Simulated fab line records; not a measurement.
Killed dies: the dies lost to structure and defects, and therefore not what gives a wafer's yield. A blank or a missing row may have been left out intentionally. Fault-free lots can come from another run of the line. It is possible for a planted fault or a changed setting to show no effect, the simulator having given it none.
Which of the tools did it?	flow sky130	Sampling: 13 lots, 39 wafers, 4 of 708 route steps

WHAT THE GAUGES READ, wafer by wafer
SKY_VT_ADJUST_HVTR_CD_MEAS_07 targets a cd of 380 nm. Usual: 380.4 nm for cd nm, sd 2.
lot	measured	on	cd nm (nm)	flag
L295	day 9 13:00	cd sem-01	378.3 378.5 380.8	
L296	day 10 00:22	cd sem-01	377.8 377.8 376.5	
L297	day 10 08:30	cd sem-01	381.3 380.8 381.5	
L298	day 10 17:59	cd sem-02	381.9 380.6 381.6	
L299	day 11 03:39	cd sem-01	377.6 379.8 378.4	
L300	day 11 11:03	cd sem-02	381.3 383.6 381.5	
L309	day 13 21:16	cd sem-01	380.4 382.8 380.6	
L310	day 14 08:44	cd sem-01	382.9 382.9 382.6	
L311	day 14 14:22	cd sem-01	378.2 380.6 379.2	
L314	day 15 14:13	cd sem-02	380.8 380.9 382.1	
L315	day 16 01:38	cd sem-02	381.1 382.2 378.3	
L316	day 16 07:45	cd sem-02	382.2 382.6 382.4	
L317	day 16 14:40	cd sem-02	382.0 378.6 382.0	

SKY_SONOS_ONO_THK_MEAS_03. Usual: SONOS_ONO_CVD_02_THK 10.52 nm, standard deviation 0.15.
lot	measured	on	SONOS_ONO_CVD_02_THK (nm)	flag
L295	day 11 20:02	film metro-02	10.89 10.78 10.72	
L296	day 12 04:53	film metro-04	10.31 10.40 10.40	
L297	day 12 13:02	film metro-03	10.45 10.43 10.39	
L298	day 12 21:41	film metro-03	10.68 10.44 10.57	
L299	day 13 08:42	film metro-03	10.31 10.46 10.43	
L300	day 13 16:32	film metro-03	10.54 10.63 10.53	
L309	day 16 07:06	film metro-03	10.50 10.26 10.43	
L310	day 16 20:25	film metro-02	10.37 10.55 10.45	
L311	day 17 04:02	film metro-02	10.45 10.41 10.34	
L314	day 18 10:00	film metro-04	10.28 10.36 10.41	
L315	day 18 18:58	film metro-04	10.63 10.70 10.68	
L316	day 19 01:16	film metro-04	10.66 10.73 10.54	
L317	day 19 08:01	film metro-04	10.71 10.68 10.73	

SKY_LDD_N_OVL_MEAS_07. Usual: LDD_N_OVL 0.0 nm, standard deviation 1.4.
lot	measured	on	LDD_N_OVL (nm)	flag
L295	day 17 23:29	overlay-01	-1.5 -1.0 0.4	
L296	day 18 10:03	overlay-01	-1.1 1.1 -0.2	
L297	day 18 20:08	overlay-01	-1.5 -2.6 -0.3	
L298	day 19 07:45	overlay-02	0.6 1.3 0.7	
L299	day 19 22:51	overlay-02	-1.4 -2.0 -0.3	
L300	day 20 03:36	overlay-01	1.7 2.0 2.2	
L309	day 23 02:13	overlay-01	-3.1 -1.5 -1.1	
L310	day 23 15:39	overlay-01	-0.7 -1.3 -1.5	
L311	day 23 19:36	overlay-02	1.8 1.9 0.6	
L314	day 25 01:14	overlay-01	-0.4 -0.5 -1.0	
L315	day 25 12:32	overlay-01	0.6 0.7 2.0	
L316	day 25 19:32	overlay-02	-0.1 -1.2 0.4	
L317	day 26 04:45	overlay-01	-0.5 -2.4 0.2	

WHICH TOOL RAN EACH LOT (tool, then ch and the chambers of the sampled wafers, then the start)
lot	SKY_LDD_N_EXPOSE_04
L295	iline stepper-01 ch 0, day 17 08:58
L296	iline stepper-01 ch 0, day 17 19:58
L297	iline stepper-01 ch 0, day 18 05:29
L298	iline stepper-01 ch 0, day 18 16:52
L299	iline stepper-01 ch 0, day 19 07:26
L300	iline stepper-01 ch 0, day 19 11:24
L309	iline stepper-01 ch 0, day 22 12:10
L310	iline stepper-02 ch 0, day 23 01:01
L311	iline stepper-01 ch 0, day 23 04:31
L314	iline stepper-01 ch 0, day 24 10:43
L315	iline stepper-02 ch 0, day 24 21:49
L316	iline stepper-01 ch 0, day 25 05:25
L317	iline stepper-01 ch 0, day 25 14:25
- SKY_LDD_N_EXPOSE_04: exposes mask NTM, target cd 840 nm.

AS READ BY THE TOOLS THEMSELVES (means over the sampled wafers that have a number; for cases with no such wafer, the mark the record gives instead)
SKY_LDD_N_EXPOSE_04. Usual: 0.0 nm for focus offset nm, sd 0.49.
lot	tool	focus offset nm (nm)	flag
L295	iline stepper-01	0.6	
L296	iline stepper-01	0.6	
L297	iline stepper-01	0.1	
L298	iline stepper-01	0.2	
L299	iline stepper-01	-0.1	
L300	iline stepper-01	-0.2	
L309	iline stepper-01	-0.1	
L310	iline stepper-02	-0.7	
L311	iline stepper-01	0.2	
L314	iline stepper-01	-0.3	
L315	iline stepper-02	0.0	
L316	iline stepper-01	-0.3	
L317	iline stepper-01	-0.0	

THE ANSWER, worked out from the rows above alone
Rule: a lot is off if the mean of its wafers that have a number lies more than 3 standard deviations from the usual mean. A lot without any number at a reading at which 4 lots or more have one is off too. The other lots that the step has rows for count as sound. Order of review: gauges by route order, followed by the tools' own readings, for which a lot's mean as printed above is used. The first step at which some lot is off is used, and at that step the reading that is off furthest; a lot without a number counts as furthest.
None of the lots is off at any reading shown; this tells nothing.

WHAT WAS PUT IN BY THE SIMULATOR
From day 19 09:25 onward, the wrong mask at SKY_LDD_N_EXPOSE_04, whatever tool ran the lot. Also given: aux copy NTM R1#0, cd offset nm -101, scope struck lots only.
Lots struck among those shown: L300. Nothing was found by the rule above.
